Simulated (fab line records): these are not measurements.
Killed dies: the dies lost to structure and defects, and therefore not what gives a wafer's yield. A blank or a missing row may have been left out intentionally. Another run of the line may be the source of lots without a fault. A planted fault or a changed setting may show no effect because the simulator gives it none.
Struck lot and sound lot, side by side / flow gf180mcu / 18 steps out of a route of 602
Sound: wafers L239.1, L239.3, L239.4. Struck: wafer L240.6 (left out: L240.2, L240.4 of the same lot, which were not struck); the cause appears at the end.
Per side, at each step with rows, come the tool, then ch with its chambers, and then its first start. Under that, the readings that differ: sound wafers / struck wafers / difference of the means / sigmas: that difference in standard deviations of wafers without a fault.
alike: same words and numbers on both sides, and readings whose means sit less than 2 such deviations apart. not compared: any withheld reading, any reading some wafer has no value for, any bound like >300 that may hide the same value, and any number with overlapping values for which the record gives no deviation.
A row with sigmas, a row that says differs or no value, or rows on one side alone: a step with any of these is where the two part. When numbers do not overlap yet have no deviation, they are printed without sigmas and do not part them. A reading that every wafer of one side lacks parts them only if that side has two wafers or more.

first, 3 steps without rows for these wafers: GF_V2_EXPOSE_11 (exposes mask Via2, target cd 260 nm); GF_V2_PEB_12 (peb time 90 s); GF_V2_DEVELOP_13 (develop time 60 s).
GF_V2_CD_MEAS_14: the cd target is 260 nm.
  sound: cd-sem-01 at day 20 21:44; struck: cd-sem-02 at day 21 04:59
  alike: cd-nm
GF_V2_OVL_MEAS_15:
  sound: overlay-02 at day 20 21:51; struck: overlay-01 at day 21 05:06
  alike: V2_OVL
GF_V2_ETCH_16: etches BARC in N2/H2.
  sound on rie-diel-04 ch 1,2,3, day 20 21:53; struck on rie-diel-02 ch 3, day 21 05:08
  alike: drypump-motor-current-A, oes-product-au, throttle-valve-pct
GF_V2_ETCH_17: etches SiO2 in C4F8/O2/Ar, stops on TiN, target depth 630 nm.
  sound on rie-diel-04 ch 1,2,3; struck on rie-diel-02 ch 3
  alike: oes-product-au
then, 3 steps without rows for these wafers: GF_V2_STRIP_18 (strips in O2/N2); GF_V2_STRIP_19 (strips in post etch residue remover, time 1200 s); GF_V2_CLEAN_20 (cleans in DIW).
GF_V2_SPUTTER_21: material Ti, target thk 15 nm, time 80.02 s.
  sound: pvd-sputter-02 at day 20 22:33; struck: pvd-sputter-02 at day 21 05:48
  alike: cathode-dc-power-W, chamber-pressure-pa, substrate-temp-c, throttle-valve-pct
GF_V2_SPUTTER_22: material TiN, target thk 10 nm, time 40 s.
  sound: pvd-sputter-02 at day 20 22:37; struck: pvd-sputter-02 at day 21 05:52
  alike: cathode-dc-power-W, chamber-pressure-pa, throttle-valve-pct
GF_V2_CVD_23: deposits W, target thk 350 nm, time 104.94 s.
  sound on cvd-w-02 ch 0,1, day 20 22:39; struck on cvd-w-02 ch 1, day 21 05:54
reading=model.W_of_V2_CVD_23.thk-nm (nm); sound=350.4 356.8 354.3; struck=257.4; difference=-96.4; sigmas=
  alike: heater-power-w
GF_V2_RS_MEAS_24: measures by four-point-probe.
  sound: film-metro-03 at day 20 22:46; struck: film-metro-04 at day 21 06:02
reading=V2_W_RS (ohm/sq); sound=0.327 0.321 0.323; struck=0.448; difference=+0.124; sigmas=+28
GF_V2_THK_MEAS_25: measures by xrf.
  sound: film-metro-03 at day 20 22:53; struck: film-metro-04 at day 21 06:08
reading=V2_W_THK (nm); sound=346 354 350; struck=253; difference=-97; sigmas=-17
GF_V2_CMP_26: polishes, stops on SiO2, t overpolish 15 s, target thk 0 nm.
  sound on cmp-01 ch 1,2,3, day 20 23:00; struck on cmp-01 ch 0, day 21 06:17
reading=time-to-endpoint-s (s); sound=82 87 84; struck=58; difference=-26; sigmas=-9
  alike: edge-zone-pressure-frac, motor-current-A
GF_M3_SPUTTER_00: material Ti, target thk 37.5 nm, time 150 s.
  sound: pvd-sputter-04 at day 20 23:15; struck: pvd-sputter-01 at day 21 06:29
  alike: cathode-dc-power-W, chamber-pressure-pa, substrate-temp-c, throttle-valve-pct
then, 1 step without rows for these wafers: GF_PASSIVATION_PROBE_99.

## WHERE THEY PART
At GF_V2_RS_MEAS_24 first; at GF_V2_CMP_26 last (within this record only). Later steps at which nothing parts them and some readings are alike: GF_M3_SPUTTER_00.

WHY: what the simulator had put in
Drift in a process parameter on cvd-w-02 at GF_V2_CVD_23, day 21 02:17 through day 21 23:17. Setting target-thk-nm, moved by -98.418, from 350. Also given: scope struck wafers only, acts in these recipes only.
